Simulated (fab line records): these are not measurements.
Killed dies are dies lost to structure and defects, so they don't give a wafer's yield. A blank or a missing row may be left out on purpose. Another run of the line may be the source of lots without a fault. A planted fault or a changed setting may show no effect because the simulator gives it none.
fab line records	flow sky130
record lots=7	wafers=21	last_day=50
route steps=708 shown CONTACT@410 PAD_OPEN@708
lots that met no fault: from a run of the same line without faults
start_h: the number of hours between the record's first day and the start of the first shown wafer of the lot	wait_h: hours since the lot's step before	" unchanged from the row above	L1.1+2: a single row standing in for several wafers	- no value, or no start was given	* or withheld: withheld	< > ~ a bound
route shown NAME@n: a module of which the file shows steps, and the number in the route of the first	usual: mean/standard deviation taken from wafers without a fault	same: alike in all rows	chamber/n: place in a boat	sites: per-site readings	_std_site: standard deviation of those values	_edge_site: the outer-site mean with the inner-site mean subtracted	radius_mm: for every site, how far away it sits from the centre of the wafer	mask NAME#n: copy n	behind: the last tool/chamber to shape the wafer	hold: what put the lot on hold/how long, in hours/how the hold closed	device: the transistor (n, p or np) that didn't switch	end of line: at the end of the route, the tests of the same wafers	a step with no rows: only its recipe	killed: at the first sort, the dies lost to defects and structure; wafer yield is something else	map: a wafer's dies, x killed, . not, _ none there
set.NAME: the setting that was run; set.NAME@STEP: the one run at that earlier step	model.NAME: the simulator's own value behind a step, which no gauge read
certain route steps with their lots: each step a table, each wafer a row
services: when a tool's chamber went out of use (start_h, in hours from the record's first day, below 0 if earlier), for how many hours, and the reason
## steps
# step SKY_CONTACT_CMP_04
# recipe material=SiO2	down_force_psi=4	platen_rpm=60	pad_velocity_m_s=0.94248
# usual motor_current_A=11.9/1.1	retaining_ring_pressure_frac=1.000/0.0049	time_to_endpoint_s=83/4
lot.wafer	tool	chamber	start_h	wait_h	motor_current_A	retaining_ring_pressure_frac	time_to_endpoint_s
L646.1	cmp-02	3	746.18	0.2	11.5	1.005	77
L646.4	"	0	"	"	10.4	0.998	85
L646.6	"	2	"	"	11.1	0.998	83
L647.2	cmp-02	2	755.49	0.1	11.6	0.995	83
L647.3	"	3	"	"	12.0	1.002	80
L647.6	"	0	"	"	10.0	0.998	85
L648.3	cmp-01	0	774.07	0.0	12.9	1.004	81
L648.2	"	1	"	"	11.6	1.002	81
L648.4	"	3	"	"	12.7	0.993	82
L661.1	cmp-02	2	858.54	0.1	11.0	1.002	85
L661.6	"	2	"	"	11.1	1.001	88
L661.5	"	3	"	"	11.5	0.993	84
L662.2	cmp-02	3	867.32	0.0	11.2	0.999	72
L662.6	"	3	"	"	11.9	0.997	74
L662.5	"	0	"	"	10.1	0.992	80
L663.4	cmp-02	2	872.93	0.0	10.8	1.006	85
L663.1	"	3	"	"	11.3	0.998	79
L663.6	"	2	"	"	11.0	1.002	81
L664.3	cmp-01	3	878.51	0.0	13.0	1.002	85
L664.2	"	0	"	"	12.8	1.002	90
L664.4	"	2	"	"	11.8	1.007	87
# step SKY_CONTACT_BOW_MEAS_05
# recipe mode=bow
# usual CONTACT_BOW=83/7.3
lot.wafer	tool	chamber	start_h	wait_h	CONTACT_BOW[um]
L646.1	film_metro-03	-	746.43	0.2	89
L646.4	"	-	"	"	94
L646.6	"	-	"	"	84
L647.2	film_metro-01	-	755.71	0.2	90
L647.3	"	-	"	"	85
L647.6	"	-	"	"	86
L648.2	film_metro-03	-	774.39	0.2	86
L648.3	"	-	"	"	90
L648.4	"	-	"	"	77
L661.1	film_metro-03	-	858.84	0.2	71
L661.5	"	-	"	"	83
L661.6	"	-	"	"	82
L662.2	film_metro-03	-	867.64	0.3	83
L662.5	"	-	"	"	82
L662.6	"	-	"	"	80
L663.1	film_metro-01	-	873.23	0.2	75
L663.4	"	-	"	"	90
L663.6	"	-	"	"	98
L664.2	film_metro-01	-	878.83	0.2	77
L664.3	"	-	"	"	74
L664.4	"	-	"	"	84
# step SKY_CONTACT_DEHYDRATE_06
# recipe temp_c=200	time_s=60
# step SKY_CONTACT_HMDS_07
# recipe prime_time_s=60	prime_temp_c=120
# step SKY_CONTACT_COAT_08
# recipe resist=BARC	temp_c=withheld	time_s=withheld	spin_rpm=3000	resist_thk_nm=60
# step SKY_CONTACT_COAT_09
# recipe resist=KrF-thick	spin_rpm=3000	resist_thk_nm=450
# step SKY_CONTACT_SOFTBAKE_10
# recipe temp_c=100	time_s=90	resist=KrF-thick
# step SKY_CONTACT_EXPOSE_11
# recipe mask_id=CTM1	na=0.8	source_shape=annular	sigma_inner=0.55	sigma_outer=0.85	target_cd_nm=170	dose_mj=38
# step SKY_CONTACT_PEB_12
# recipe peb_temp_c=withheld	peb_time_s=withheld	resist=KrF-thick
# step SKY_CONTACT_DEVELOP_13
# recipe develop_time_s=60	resist=KrF-thick	dev_temp_c=21
# step SKY_CONTACT_CD_MEAS_14
# recipe target_cd_nm=170
# usual cd_nm=169.3/1.6
lot.wafer	tool	chamber	start_h	wait_h	cd_nm
L646.1	cd_sem-02	-	772.59	-	171.6
L646.4	"	-	"	"	169.7
L646.6	"	-	"	"	170.5
L647.2	cd_sem-01	-	781.51	-	168.8
L647.3	"	-	"	"	168.2
L647.6	"	-	"	"	167.7
L648.2	cd_sem-01	-	801.82	-	169.3
L648.3	"	-	"	"	168.7
L648.4	"	-	"	"	167.9
L661.1	cd_sem-01	-	885.10	-	167.7
L661.5	"	-	"	"	170.2
L661.6	"	-	"	"	168.3
L662.2	cd_sem-02	-	894.16	-	173.3
L662.5	"	-	"	"	173.1
L662.6	"	-	"	"	173.4
L663.1	cd_sem-02	-	898.93	-	168.3
L663.4	"	-	"	"	169.7
L663.6	"	-	"	"	169.8
L664.2	cd_sem-01	-	905.15	-	167.0
L664.3	"	-	"	"	169.4
L664.4	"	-	"	"	167.3
# step SKY_CONTACT_OVL_MEAS_15
# usual CONTACT_OVL=0/4.4
lot.wafer	tool	chamber	start_h	wait_h	CONTACT_OVL[nm]
L646.1	overlay-02	-	772.71	0.1	-4
L646.4	"	-	"	"	-6
L646.6	"	-	"	"	-5
L647.2	overlay-01	-	781.61	0.1	-8
L647.3	"	-	"	"	-4
L647.6	"	-	"	"	-8
L648.2	overlay-01	-	801.92	0.1	5
L648.3	"	-	"	"	0
L648.4	"	-	"	"	3
L661.1	overlay-01	-	885.22	0.1	3
L661.5	"	-	"	"	3
L661.6	"	-	"	"	-2
L662.2	overlay-02	-	894.27	0.1	-4
L662.5	"	-	"	"	1
L662.6	"	-	"	"	2
L663.1	overlay-02	-	899.05	0.1	5
L663.4	"	-	"	"	4
L663.6	"	-	"	"	0
L664.2	overlay-02	-	905.26	0.1	2
L664.3	"	-	"	"	2
L664.4	"	-	"	"	-1
# step SKY_CONTACT_ETCH_16
# recipe chemistry=N2/H2	target=BARC	ion_energy_ev=200	source_w=500	bias_w=100	pressure_mtorr=30	n2_flow_sccm=100	h2_flow_sccm=200	stop_on=SiO2	time_s=45.9	target_depth_a=600
# usual bias_w=100.0/0.34	chamber_pressure_mTorr=29.997/0.027	drypump_motor_current_A=5.7/0.51	h2_flow_sccm=200.0/0.56	n2_flow_sccm=100.02/0.29	oes_product_au=0.855/0.0051	throttle_valve_pct=13.226/0.0089
lot.wafer	tool	chamber	start_h	wait_h	bias_w	chamber_pressure_mTorr	drypump_motor_current_A	h2_flow_sccm	n2_flow_sccm	oes_product_au	rf_hours_counter_h	throttle_valve_pct	model.KrF-thick_of_CONTACT_COAT_09.thk_nm
L646.1	rie_diel-04	2	772.74	0.0	100.7	30.002	5.6	199.7	100.28	0.862	16	13.233	393.7
L646.4	"	0	"	"	100.2	30.053	4.8	200.6	100.39	0.860	16	13.239	393.1
L646.6	"	1	"	"	100.3	29.981	5.2	199.0	99.32	0.856	-	13.229	391.8
L647.2	rie_diel-04	1	781.64	0.0	100.0	30.024	5.2	200.8	99.74	0.866	4	13.227	393.9
L647.3	"	2	"	"	99.9	29.937	5.6	200.7	100.26	0.848	16	13.225	394.9
L647.6	"	2	"	"	99.9	30.017	5.6	199.5	99.90	0.859	-	13.227	395.9
L648.2	rie_diel-04	0	801.95	0.0	100.2	29.969	4.8	199.3	99.66	0.860	17	13.215	389.9
L648.3	"	1	"	"	99.9	30.029	5.2	199.8	100.17	0.857	4	13.222	391.3
L648.4	"	1	"	"	100.3	29.950	5.1	200.3	100.09	0.849	-	13.219	391
L661.1	rie_diel-03	2	885.25	0.0	-	-	-	-	-	-	-	-	434.1
L661.5	"	3	"	"	-	-	-	-	-	-	-	-	434.6
L661.6	"	1	"	"	-	-	-	-	-	-	-	-	434.9
L662.2	rie_diel-04	1	894.30	0.0	-	-	-	-	-	-	-	-	435.6
L662.5	"	1	"	"	-	-	-	-	-	-	-	-	436.2
L662.6	"	2	"	"	-	-	-	-	-	-	-	-	434.7
L663.1	rie_diel-02	0	899.09	0.0	-	-	-	-	-	-	-	-	437.4
L663.4	"	3	"	"	-	-	-	-	-	-	-	-	438.8
L663.6	"	0	"	"	-	-	-	-	-	-	-	-	437.3
L664.2	rie_diel-03	1	905.29	0.0	99.7	30.050	6.3	201.1	100.36	0.849	9	13.222	392.3
L664.3	"	3	"	"	100.0	30.003	5.7	200.3	99.87	0.850	14	13.233	392.2
L664.4	"	0	"	"	100.1	29.986	6.6	199.6	100.29	0.855	14	13.229	392.4
# step SKY_CONTACT_ETCH_17
# recipe target=SiO2	chemistry=C4F8/O2/Ar	stop_on=Si3N4	mask_material=KrF-thick	source_w=1500	bias_w=1200	pressure_mtorr=40	c4f8_flow_sccm=withheld	O2_flow_sccm=6	Ar_flow_sccm=300	time_s=withheld	target_depth_a=3400
# usual bias_w=1200/3.7	chamber_pressure_mTorr=40.00/0.038	oes_product_au=0.891/0.0053
lot.wafer	tool	chamber	start_h	wait_h	bias_w	chamber_pressure_mTorr	oes_product_au
L646.1	rie_diel-04	2	772.79	0.0	1198	40.02	0.896
L646.4	"	0	"	"	1195	39.95	0.888
L646.6	"	1	"	"	1204	39.97	0.901
L647.2	rie_diel-04	1	781.69	0.0	1198	40.01	0.899
L647.3	"	2	"	"	1198	40.02	0.886
L647.6	"	2	"	"	1197	39.94	0.889
L648.2	rie_diel-04	0	802.00	0.0	1197	39.93	0.895
L648.3	"	1	"	"	1201	40.06	0.896
L648.4	"	1	"	"	1203	39.92	0.899
L661.1	rie_diel-03	2	885.30	0.0	1200	39.98	0.376
L661.5	"	3	"	"	1202	40.01	0.382
L661.6	"	1	"	"	1202	40.07	0.375
L662.2	rie_diel-04	1	894.34	0.0	1201	39.97	0.372
L662.5	"	1	"	"	1202	40.03	0.372
L662.6	"	2	"	"	1192	39.98	0.374
L663.1	rie_diel-02	0	899.13	0.0	1195	39.91	0.377
L663.4	"	3	"	"	1197	39.99	0.364
L663.6	"	0	"	"	1200	39.94	0.378
L664.2	rie_diel-03	1	905.33	0.0	1204	40.01	0.888
L664.3	"	3	"	"	1201	39.97	0.899
L664.4	"	0	"	"	1204	39.99	0.897
# step SKY_CONTACT_ETCH_18
# recipe target=Si3N4	chemistry=CHF3/O2	stop_on=TiN	source_w=600	bias_w=200	pressure_mtorr=40	chf3_flow_sccm=50	O2_flow_sccm=5	time_s=39	target_depth_a=750
# usual O2_flow_sccm=4.999/0.016	bias_w=200.0/0.6	drypump_motor_current_A=5.7/0.51	oes_product_au=0.855/0.0074	throttle_valve_pct=8.793/0.0095
lot.wafer	tool	chamber	start_h	wait_h	O2_flow_sccm	bias_w	drypump_motor_current_A	oes_product_au	rf_hours_counter_h	throttle_valve_pct	model.KrF-thick_of_CONTACT_COAT_09.thk_nm
L646.1	rie_diel-04	2	-	-	4.982	199.5	5.6	0.847	16	8.793	243.1
L646.4	"	0	"	"	5.017	200.1	4.8	0.856	16	8.798	243
L646.6	"	1	"	"	5.025	199.0	5.1	0.873	-	8.791	242.1
L647.2	rie_diel-04	1	-	-	4.974	200.4	5.1	0.860	4	8.788	245.9
L647.3	"	2	"	"	4.982	200.8	5.6	0.854	16	8.788	245
L647.6	"	2	"	"	4.982	200.9	5.6	0.850	-	8.785	246.8
L648.2	rie_diel-04	0	-	-	5.003	200.1	4.8	0.843	17	8.787	238.2
L648.3	"	1	"	"	4.998	200.0	5.1	0.841	4	8.789	241.2
L648.4	"	1	"	"	5.007	200.9	5.1	0.861	-	8.802	240.7
L661.1	rie_diel-03	2	-	-	5.003	200.3	6.0	0.375	26	8.674	285.2
L661.5	"	3	"	"	4.990	199.2	5.6	0.381	-	8.678	285.6
L661.6	"	1	"	"	5.003	199.0	6.3	0.370	-	8.687	284.9
L662.2	rie_diel-04	1	-	-	4.981	199.6	5.1	0.378	8	8.670	287.2
L662.5	"	1	"	"	4.999	200.5	5.1	0.383	-	8.678	287.8
L662.6	"	2	"	"	5.011	200.3	5.6	0.377	-	8.661	283.1
L663.1	rie_diel-02	0	-	-	4.984	201.5	5.5	0.373	3	8.694	288.4
L663.4	"	3	"	"	5.003	200.3	5.7	0.387	10	8.673	288.9
L663.6	"	0	"	"	5.007	200.6	5.5	0.371	-	8.669	287.7
L664.2	rie_diel-03	1	-	-	5.003	199.1	6.2	0.846	9	8.794	243.4
L664.3	"	3	"	"	4.963	200.7	5.7	0.861	14	8.781	245
L664.4	"	0	"	"	4.989	200.4	6.6	0.851	14	8.789	244.4
# step SKY_CONTACT_STRIP_19
# recipe chemistry=O2/N2	power_w=1400	pressure_mtorr=1500	platen_temp_c=withheld	o2_flow_sccm=3000	n2_flow_sccm=300	overash_fraction=0.5
# usual drypump_motor_current_A=5.6/0.34	n2_flow_sccm=299.9/0.88	oes_product_au=0.381/0.0042	strip_time_to_endpoint_s=3.622/0.022
lot.wafer	tool	chamber	start_h	wait_h	drypump_motor_current_A	n2_flow_sccm	oes_product_au	rf_hours_counter_h	strip_time_to_endpoint_s
L646.1	plasma_asher-04	0	772.88	-	5.7	300.1	0.380	62	3.622
L646.4	"	1	"	"	5.7	300.2	0.385	-	3.620
L646.6	"	1	"	"	5.7	300.6	0.376	-	3.624
L647.2	plasma_asher-02	1	781.78	-	6.4	300.2	0.382	4	3.655
L647.3	"	0	"	"	5.6	300.2	0.377	-	3.640
L647.6	"	1	"	"	6.4	300.4	0.383	-	3.671
L648.2	plasma_asher-03	1	802.09	-	5.2	300.4	0.380	94	3.561
L648.3	"	0	"	"	5.3	300.9	0.387	-	3.589
L648.4	"	1	"	"	5.2	299.9	0.380	-	3.609
L661.1	plasma_asher-02	0	885.39	-	5.6	300.4	0.408	15	4.068
L661.5	"	1	"	"	6.4	298.4	0.395	-	4.081
L661.6	"	0	"	"	5.6	300.3	0.393	-	4.046
L662.2	plasma_asher-04	0	894.43	-	5.8	299.3	0.394	75	4.092
L662.5	"	1	"	"	5.8	299.5	0.402	-	4.094
L662.6	"	0	"	"	5.8	301.6	0.401	-	4.035
L663.1	plasma_asher-03	1	899.22	-	5.2	301.1	0.395	104	4.107
L663.4	"	1	"	"	5.2	300.8	0.398	-	4.119
L663.6	"	0	"	"	5.3	298.0	0.400	-	4.094
L664.2	plasma_asher-04	0	905.42	-	5.7	299.7	0.383	76	3.623
L664.3	"	1	"	"	5.8	298.6	0.383	-	3.642
L664.4	"	0	"	"	5.7	301.7	0.387	-	3.632
# step SKY_CONTACT_STRIP_20
# recipe chemistry=post_etch_residue_remover	time_s=1200	temp_c=72.5
# step SKY_PAD_OPEN_PROBE_99
# usual killed_at_M0_to_M3=43/8	killed_at_M4_up=2.9/1.6	killed_at_contacts=26/5.2	killed_at_front_end=15/4.3	killed_at_other=0.3/0.56	killed_dies=87/10	killed_on_rim=17/3.7	killed_open=48/6.9	killed_short=40/6.5
# same gross_dies=492	killed_at_back_side=0
lot.wafer	tool	chamber	start_h	wait_h	killed_at_M0_to_M3	killed_at_M4_up	killed_at_contacts	killed_at_front_end	killed_at_other	killed_dies	killed_on_rim	killed_open	killed_short
L646.1	prober-01	-	1106.21	0.1	41	2	23	19	0	85	14	40	45
L646.4	prober-01	-	1106.36	0.2	67	2	24	18	0	111	23	64	47
L646.6	prober-01	-	1106.46	0.2	33	1	23	9	0	66	16	38	28
L648.2	prober-02	-	1127.16	0.1	40	1	24	24	0	89	19	47	42
L648.3	prober-02	-	1127.21	0.2	40	4	32	25	0	101	21	57	44
L648.4	prober-02	-	1127.26	0.2	45	2	24	25	1	97	18	51	46
L661.1	prober-01	-	1182.68	0.1	232	69	107	24	60	492	96	49	42
L661.5	prober-01	-	1182.88	0.2	243	66	118	10	55	492	96	47	44
L661.6	prober-01	-	1182.93	0.2	219	76	124	17	56	492	96	37	37
L662.2	prober-02	-	1188.16	0.1	233	55	122	20	62	492	96	51	32
L662.5	prober-02	-	1188.31	0.2	221	65	119	10	77	492	96	48	30
L662.6	prober-02	-	1188.36	0.2	235	58	127	16	56	492	96	56	40
L663.1	prober-01	-	1195.00	0.1	239	62	114	10	67	492	96	46	25
L663.4	prober-01	-	1195.15	0.2	221	51	124	23	73	492	96	58	48
L663.6	prober-01	-	1195.25	0.2	227	57	132	21	55	492	96	50	44
L664.2	prober-02	-	1197.96	0.1	27	5	26	18	0	76	15	41	35
L664.3	prober-02	-	1198.01	0.2	45	5	21	14	0	85	21	47	38
L664.4	prober-02	-	1198.06	0.2	51	3	30	15	0	99	15	55	44
# killed by level:class
L646.1 CONTACT:geometric_particle:open=11 FIELD_ISO:geometric_particle:short=8 VIA2:geometric_particle:open=7 VIA2:geometric_particle:short=6 VIA3:geometric_particle:short=5 VIA1:geometric_particle:open=5 CONTACT:geometric_particle:short=4 METAL3:geometric_particle:short=4
L646.4 VIA1:geometric_particle:open=16 VIA2:geometric_particle:open=11 CONTACT:geometric_particle:open=8 METAL1:geometric_particle:short=7 LOCAL_INTERCONNECT:geometric_particle:short=6 METAL2:geometric_particle:short=6 LI_CONTACT:geometric_particle:open=5 POLY_GATE:geometric_particle:open=5
L646.6 VIA1:geometric_particle:open=9 CONTACT:geometric_particle:open=8 LI_CONTACT:geometric_particle:open=7 METAL1:geometric_particle:short=6 LOCAL_INTERCONNECT:geometric_particle:short=4 METAL2:geometric_particle:short=4 VIA3:geometric_particle:open=4 FIELD_ISO:geometric_particle:open=3
L648.2 FIELD_ISO:geometric_particle:open=12 VIA2:geometric_particle:open=7 CONTACT:geometric_particle:short=7 VIA3:geometric_particle:open=7 VIA1:geometric_particle:open=6 LI_CONTACT:geometric_particle:short=6 CONTACT:geometric_particle:open=6 VIA1:geometric_particle:short=6
L648.3 VIA1:geometric_particle:open=10 CONTACT:geometric_particle:open=10 VIA3:geometric_particle:open=9 FIELD_ISO:geometric_particle:short=7 LOCAL_INTERCONNECT:geometric_particle:short=7 VIA2:geometric_particle:open=7 POLY_GATE:geometric_particle:short=6 LI_CONTACT:geometric_particle:open=6
L648.4 VIA1:geometric_particle:open=10 VIA3:geometric_particle:open=9 FIELD_ISO:geometric_particle:short=8 VIA1:geometric_particle:short=8 CONTACT:geometric_particle:open=8 FIELD_ISO:geometric_particle:open=7 LI_CONTACT:geometric_particle:open=7 POLY_GATE:geometric_particle:short=5
L661.1 CONTACT:area_etch=87 METAL3:area_expose=41 VIA4:area_expose=41 CAPM:area_expose=37 METAL2:area_expose=33 VIA2:area_expose=33 VIA1:area_expose=31 VIA3:area_expose=28
L661.5 CONTACT:area_etch=95 METAL2:area_expose=40 METAL3:area_expose=37 METAL1:area_expose=33 VIA3:area_expose=32 METAL4:area_expose=31 CAP2M:area_expose=29 VIA4:area_expose=28
L661.6 CONTACT:area_etch=106 VIA2:area_expose=40 VIA4:area_expose=39 METAL2:area_expose=36 METAL4:area_expose=35 VIA1:area_expose=32 CAPM:area_expose=28 CAP2M:area_expose=28
L662.2 CONTACT:area_etch=105 METAL1:area_expose=38 VIA3:area_expose=37 METAL3:area_expose=35 VIA1:area_expose=32 CAP2M:area_expose=31 CAPM:area_expose=31 METAL4:area_expose=28
L662.5 CONTACT:area_etch=92 CAP2M:area_expose=42 VIA2:area_expose=37 VIA1:area_expose=36 CAPM:area_expose=35 VIA4:area_expose=33 METAL1:area_expose=30 METAL2:area_expose=30
L662.6 CONTACT:area_etch=105 METAL3:area_expose=38 VIA3:area_expose=32 VIA1:area_expose=32 CAPM:area_expose=30 METAL4:area_expose=28 METAL2:area_expose=28 VIA4:area_expose=26
L663.1 CONTACT:area_etch=97 CAPM:area_expose=37 METAL3:area_expose=37 METAL2:area_expose=36 VIA1:area_expose=33 METAL4:area_expose=32 METAL1:area_expose=32 VIA3:area_expose=30
L663.4 CONTACT:area_etch=94 CAPM:area_expose=43 VIA1:area_expose=37 VIA3:area_expose=34 CAP2M:area_expose=30 METAL3:area_expose=27 METAL1:area_expose=26 METAL4:area_expose=26
L663.6 CONTACT:area_etch=97 METAL2:area_expose=34 METAL3:area_expose=33 VIA3:area_expose=32 VIA1:area_expose=31 VIA2:area_expose=31 VIA4:area_expose=30 METAL1:area_expose=29
L664.2 VIA1:geometric_particle:open=11 LI_CONTACT:geometric_particle:open=7 FIELD_ISO:geometric_particle:open=6 LOCAL_INTERCONNECT:geometric_particle:short=6 CONTACT:geometric_particle:open=6 FIELD_ISO:geometric_particle:short=5 CONTACT:geometric_particle:short=5 METAL1:geometric_particle:short=4
L664.3 LI_CONTACT:geometric_particle:open=10 VIA1:geometric_particle:open=8 VIA1:geometric_particle:short=7 VIA3:geometric_particle:open=6 CONTACT:geometric_particle:short=5 METAL1:geometric_particle:short=5 VIA2:geometric_particle:open=5 METAL2:geometric_particle:short=5
L664.4 VIA1:geometric_particle:open=14 CONTACT:geometric_particle:open=10 LI_CONTACT:geometric_particle:open=9 METAL1:geometric_particle:short=7 METAL2:geometric_particle:short=6 VIA2:geometric_particle:open=6 FIELD_ISO:geometric_particle:short=5 CONTACT:geometric_particle:short=5
# map L661.1 (x killed, . not)
__________xxxxxxxxxx_________
________xxxxxxxxxxxxxx_______
______xxxxxxxxxxxxxxxxxx_____
_____xxxxxxxxxxxxxxxxxxxx____
____xxxxxxxxxxxxxxxxxxxxxx___
___xxxxxxxxxxxxxxxxxxxxxxxx__
__xxxxxxxxxxxxxxxxxxxxxxxxxx_
_xxxxxxxxxxxxxxxxxxxxxxxxxxxx
_xxxxxxxxxxxxxxxxxxxxxxxxxxxx
_xxxxxxxxxxxxxxxxxxxxxxxxxxxx
_xxxxxxxxxxxxxxxxxxxxxxxxxxxx
_xxxxxxxxxxxxxxxxxxxxxxxxxxxx
_xxxxxxxxxxxxxxxxxxxxxxxxxxxx
_xxxxxxxxxxxxxxxxxxxxxxxxxxxx
_xxxxxxxxxxxxxxxxxxxxxxxxxxxx
__xxxxxxxxxxxxxxxxxxxxxxxxxx_
___xxxxxxxxxxxxxxxxxxxxxxxx__
____xxxxxxxxxxxxxxxxxxxxxx___
_____xxxxxxxxxxxxxxxxxxxx____
______xxxxxxxxxxxxxxxxxx_____
________xxxxxxxxxxxxxx_______
__________xxxxxxxxxx_________
# map L662.2 (x killed, . not)
__________xxxxxxxxxx_________
________xxxxxxxxxxxxxx_______
______xxxxxxxxxxxxxxxxxx_____
_____xxxxxxxxxxxxxxxxxxxx____
____xxxxxxxxxxxxxxxxxxxxxx___
___xxxxxxxxxxxxxxxxxxxxxxxx__
__xxxxxxxxxxxxxxxxxxxxxxxxxx_
_xxxxxxxxxxxxxxxxxxxxxxxxxxxx
_xxxxxxxxxxxxxxxxxxxxxxxxxxxx
_xxxxxxxxxxxxxxxxxxxxxxxxxxxx
_xxxxxxxxxxxxxxxxxxxxxxxxxxxx
_xxxxxxxxxxxxxxxxxxxxxxxxxxxx
_xxxxxxxxxxxxxxxxxxxxxxxxxxxx
_xxxxxxxxxxxxxxxxxxxxxxxxxxxx
_xxxxxxxxxxxxxxxxxxxxxxxxxxxx
__xxxxxxxxxxxxxxxxxxxxxxxxxx_
___xxxxxxxxxxxxxxxxxxxxxxxx__
____xxxxxxxxxxxxxxxxxxxxxx___
_____xxxxxxxxxxxxxxxxxxxx____
______xxxxxxxxxxxxxxxxxx_____
________xxxxxxxxxxxxxx_______
__________xxxxxxxxxx_________
## services
tool	chamber	start_h	hours	kind
plasma_asher-02	-	733.75	9.0	pm
rie_diel-02	-	734.43	0.1	repair
rie_diel-04	1	735.87	1.7	repair
cmp-01	-	737.43	5.1	pm
rie_diel-03	-	738.83	0.2	repair
cmp-01	-	744.00	4.0	pm
cmp-02	-	758.72	0.2	repair
cmp-01	-	763.33	3.6	repair
rie_diel-03	0	770.53	9.1	repair
rie_diel-02	-	784.64	0.4	repair
cmp-02	-	791.76	1.2	repair
rie_diel-04	3	793.42	18.2	repair
rie_diel-03	-	808.33	2.8	pm
rie_diel-02	1	812.27	1.3	repair
rie_diel-03	0	822.59	6.3	repair
rie_diel-03	-	822.63	0.2	repair
rie_diel-03	2	826.06	30.4	repair
cmp-02	-	826.93	1.5	repair
rie_diel-03	0	838.08	2.6	repair
plasma_asher-04	-	847.99	2.8	pm
cmp-02	-	849.84	2.2	repair
rie_diel-03	1	865.74	8.0	repair
rie_diel-04	3	870.59	6.4	repair
rie_diel-03	0	883.08	4.6	repair
## key
first_sign step=SKY_CONTACT_ETCH_16	reading=tool_record	direction=missing
effect step=SKY_CONTACT_ETCH_17	reading=oes_product_au	direction=down	sigmas=98	usual=0.891	struck=0.374
effect step=SKY_CONTACT_ETCH_18	reading=oes_product_au	direction=down	sigmas=65	usual=0.855	struck=0.377
effect step=SKY_CONTACT_STRIP_19	reading=strip_time_to_endpoint_s	direction=up	sigmas=21	usual=*	struck=*
effect step=SKY_PAD_OPEN_PROBE_99	reading=killed_at_other	direction=up	sigmas=62	usual=0.3	struck=62.3
model_effect step=SKY_CONTACT_ETCH_16	value=KrF-thick_of_CONTACT_COAT_09.thk_nm	without=392.8	struck=436
model_effect step=SKY_CONTACT_ETCH_18	value=KrF-thick_of_CONTACT_COAT_09.thk_nm	without=243.4	struck=286.5
met_at SKY_CONTACT_ETCH_16
struck_wafers L661.1,L661.5,L661.6,L662.2,L662.5,L662.6,L663.1,L663.4,L663.6
later_rows_left_out L661.1,L661.5,L661.6,L662.2,L662.5,L662.6,L663.1,L663.4,L663.6
tester_left_out L661,L662,L663
onset_between 801.95 885.25
fault kind=skipped_step_whole	tool=rie_diel-02,rie_diel-03,rie_diel-04	chamber=-	onset_h=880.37	steps=SKY_CONTACT_ETCH_16	scope=struck_lots_only
# tester_left_out: of these lots the tester's yield and bins aren't shown, on N5 and GAA mostly nor the transistor test; their killed dies are dies lost to structure and defects alone, not to doping, threshold or leakage, so they don't give the yield
# later_rows_left_out: the simulator's readings of these wafers behind a module that went badly wrong aren't trusted and aren't shown, but for the sort
